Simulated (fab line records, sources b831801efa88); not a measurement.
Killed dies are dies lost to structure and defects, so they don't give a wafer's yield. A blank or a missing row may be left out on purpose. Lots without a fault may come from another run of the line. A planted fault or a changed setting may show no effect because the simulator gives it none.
Which tool did it? | flow gf180mcu | 14 lots, 42 wafers sampled, at 6 steps of a route of 602

WHAT THE GAUGES READ, wafer by wafer
GF_MVPSD_OVL_MEAS_07. Usual: MVPSD_OVL -0.7 nm, standard deviation 1.3.
lot  | measured     | on         | MVPSD_OVL (nm) | flag
L767 | day 4 23:29  | overlay-01 | -1.9 -1.7 -2.5 |
L768 | day 5 08:16  | overlay-01 | -1.0 -1.1 -0.6 |
L769 | day 5 12:47  | overlay-01 | -1.6 -2.3 -1.0 |
L770 | day 5 16:59  | overlay-02 | -0.2 0.5 1.4   |
L771 | day 6 00:26  | overlay-01 | -0.9 -0.1 -3.0 |
L776 | day 7 04:23  | overlay-02 | 1.4 -1.1 1.2   |
L777 | day 7 14:02  | overlay-01 | - - -          | OFF
L778 | day 7 18:23  | overlay-02 | - - -          | OFF
L780 | day 8 05:29  | overlay-02 | -1.0 0.6 -0.7  |
L781 | day 8 11:16  | overlay-02 | -0.1 -1.0 0.8  |
L784 | day 9 05:31  | overlay-02 | -0.8 -0.4 -2.5 |
L785 | day 9 12:07  | overlay-02 | 0.5 2.3 -0.2   |
L787 | day 9 22:32  | overlay-01 | -0.9 -1.7 -1.2 |
L788 | day 10 03:59 | overlay-02 | -2.5 1.4 -1.4  |

GF_MVPSD_TW_MEAS_11. Usual: MVPSD_TW 555, standard deviation 3.8.
lot  | measured     | on            | MVPSD_TW    | flag
L767 | day 4 23:56  | film_metro-04 | 554 556 554 |
L768 | day 5 08:43  | film_metro-02 | 559 557 555 |
L769 | day 5 13:13  | film_metro-04 | 559 558 560 |
L770 | day 5 17:25  | film_metro-01 | 548 546 545 |
L771 | day 6 00:53  | film_metro-04 | 551 552 555 |
L776 | day 7 04:49  | film_metro-02 | 559 560 562 |
L777 | day 7 14:29  | film_metro-02 | 30 30 30    | OFF
L778 | day 7 18:49  | film_metro-02 | 30 31 30    | OFF
L780 | day 8 05:55  | film_metro-02 | 561 562 560 |
L781 | day 8 11:43  | film_metro-01 | 553 551 550 |
L784 | day 9 05:57  | film_metro-02 | 555 557 556 |
L785 | day 9 12:34  | film_metro-02 | 553 556 558 |
L787 | day 9 22:58  | film_metro-04 | 553 550 554 |
L788 | day 10 04:25 | film_metro-01 | 554 552 551 |

GF_VT_IMPLANT_OVL_MEAS_29. Usual: VT_IMPLANT_02_OVL -0.7 nm, standard deviation 1.5.
lot  | measured     | on         | VT_IMPLANT_02_OVL (nm) | flag
L767 | day 6 19:14  | overlay-01 | 0.1 -2.0 -0.4          |
L768 | day 7 04:07  | overlay-01 | -0.8 -0.4 -0.5         |
L769 | day 7 10:05  | overlay-01 | -0.5 0.0 -1.1          |
L770 | day 7 16:05  | overlay-02 | 0.2 0.2 1.6            |
L771 | day 7 23:44  | overlay-01 | -2.8 -2.7 -3.1         |
L776 | day 9 05:55  | overlay-01 | -0.4 -0.2 -2.5         |
L777 | day 9 16:05  | overlay-02 | -1.5 -2.4 -2.9         |
L778 | day 9 20:41  | overlay-01 | -3.0 -3.4 -2.9         |
L780 | day 10 08:35 | overlay-01 | 3.7 1.3 1.4            |
L781 | day 10 15:37 | overlay-02 | -0.6 -1.4 -0.2         |
L784 | day 11 12:25 | overlay-01 | -1.9 -0.8 0.1          |
L785 | day 11 19:31 | overlay-01 | -0.9 -2.0 -0.7         |
L787 | day 12 06:44 | overlay-01 | -1.6 -2.7 -2.7         |
L788 | day 12 11:26 | overlay-01 | -1.2 -2.2 -0.4         |

GF_VT_IMPLANT_RS_MEAS_48: measures by four-point-probe. Usual: LVPWELL_RS 1196.6 ohm/sq, standard deviation 2.9.
lot  | measured     | on            | LVPWELL_RS (ohm/sq)  | flag
L767 | day 7 11:10  | film_metro-01 | 1190.6 1193.6 1193.4 |
L768 | day 7 20:21  | film_metro-02 | 1193.0 1193.7 1197.8 |
L769 | day 8 03:23  | film_metro-02 | 1200.5 1199.1 1198.8 |
L770 | day 8 09:16  | film_metro-02 | 1200.5 1198.5 1199.1 |
L771 | day 8 16:21  | film_metro-01 | 1197.7 1191.3 1195.0 |
L776 | day 10 00:07 | film_metro-04 | 1190.7 1195.7 1192.1 |
L777 | day 10 10:11 | film_metro-01 | 1194.0 1194.4 1193.0 |
L778 | day 10 15:28 | film_metro-02 | 1198.5 1201.6 1198.6 |
L780 | day 11 04:13 | film_metro-01 | 1197.6 1195.1 1196.4 |
L781 | day 11 11:33 | film_metro-04 | 1198.2 1195.2 1197.2 |
L784 | day 12 08:04 | film_metro-04 | 1196.3 1196.5 1197.9 |
L785 | day 12 15:29 | film_metro-01 | 1194.8 1196.2 1196.8 |
L787 | day 13 03:26 | film_metro-02 | 1201.3 1200.3 1199.3 |
L788 | day 13 08:19 | film_metro-04 | 1196.3 1196.9 1194.9 |

GF_DUAL_GATE_OVL_MEAS_11. Usual: DUAL_GATE_OVL -0.1 nm, standard deviation 1.5.
lot  | measured     | on         | DUAL_GATE_OVL (nm) | flag
L767 | day 8 05:08  | overlay-02 | -0.1 -0.2 0.1      |
L768 | day 8 15:07  | overlay-01 | 0.4 -0.3 -0.1      |
L769 | day 8 21:22  | overlay-01 | -0.3 -1.4 1.7      |
L770 | day 9 04:19  | overlay-01 | -2.8 -0.6 -1.2     |
L771 | day 9 11:44  | overlay-02 | 1.9 0.8 0.1        |
L776 | day 10 19:43 | overlay-01 | 1.2 0.5 -0.1       |
L777 | day 11 06:47 | overlay-02 | -1.0 -2.0 -1.9     |
L778 | day 11 11:43 | overlay-02 | -0.9 -0.9 -1.9     |
L780 | day 12 02:38 | overlay-02 | -4.0 -3.1 -4.3     |
L781 | day 12 07:40 | overlay-01 | 0.7 0.4 2.4        |
L784 | day 13 05:47 | overlay-01 | 1.8 0.7 2.1        |
L785 | day 13 12:25 | overlay-01 | -0.6 -0.8 -1.1     |
L787 | day 14 02:13 | overlay-02 | -2.3 -1.4 -2.8     |
L788 | day 14 07:10 | overlay-02 | -0.2 0.7 1.1       |

WHICH TOOL RAN EACH LOT (tool, then ch and the chambers of the sampled wafers, then the start)
lot  | GF_MVPSD_DEVELOP_06
L767 | litho_track-03 ch 0, day 4 23:00
L768 | litho_track-03 ch 0, day 5 08:00
L769 | litho_track-03 ch 0, day 5 12:00
L770 | litho_track-01 ch 0, day 5 16:00
L771 | litho_track-03 ch 0, day 6 00:00
L776 | litho_track-01 ch 0, day 7 04:00
L777 | litho_track-04 ch 0, day 7 13:00
L778 | litho_track-04 ch 0, day 7 18:00
L780 | litho_track-01 ch 0, day 8 05:00
L781 | litho_track-03 ch 0, day 8 11:00
L784 | litho_track-03 ch 0, day 9 05:00
L785 | litho_track-03 ch 0, day 9 11:00
L787 | litho_track-01 ch 0, day 9 22:00
L788 | litho_track-01 ch 0, day 10 03:00
- GF_MVPSD_DEVELOP_06: develop time 60 s.

WHAT THE TOOLS THEMSELVES READ (means of the sampled wafers that have a number; where no wafer has one, the mark that the record gives instead)
The record holds no such reading with a usual standard deviation.

THE ANSWER, worked out from the rows above alone
Rule: a lot is off if the mean of its wafers that have a number lies more than 3 standard deviations from the usual mean. A lot without any number at a reading at which 4 lots or more have one is off too. The other lots that the step has rows for count as sound. The gauges are gone through in route order, then the tools' own readings, and for those a lot's mean is taken as printed above. The first step at which some lot is off is used, and at that step the reading that is off furthest; a lot without a number counts as furthest.
Off: L777, L778, at GF_MVPSD_OVL_MEAS_07 (MVPSD_OVL). Without a number there: L777, L778.
A tool fits if, at a process step before that reading, it ran every lot that is off, and no sound lot after the first of them. The gauges at GF_MVPSD_OVL_MEAS_07 aren't tried: what is off there is off at GF_MVPSD_TW_MEAS_11 too, on other tools, and a gauge's error can't cause that. One fits: litho_track-04 at GF_MVPSD_DEVELOP_06. It ran no sound lot before its first lot that is off in this sample, so the start can't be narrowed down.

WHAT THE SIMULATOR HAD PUT IN
Process parameter drift: litho_track-04, from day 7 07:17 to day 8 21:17, at GF_MVPSD_DEVELOP_06. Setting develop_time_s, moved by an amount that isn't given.
Lots struck among those shown: L777, L778. The rule above found the same.
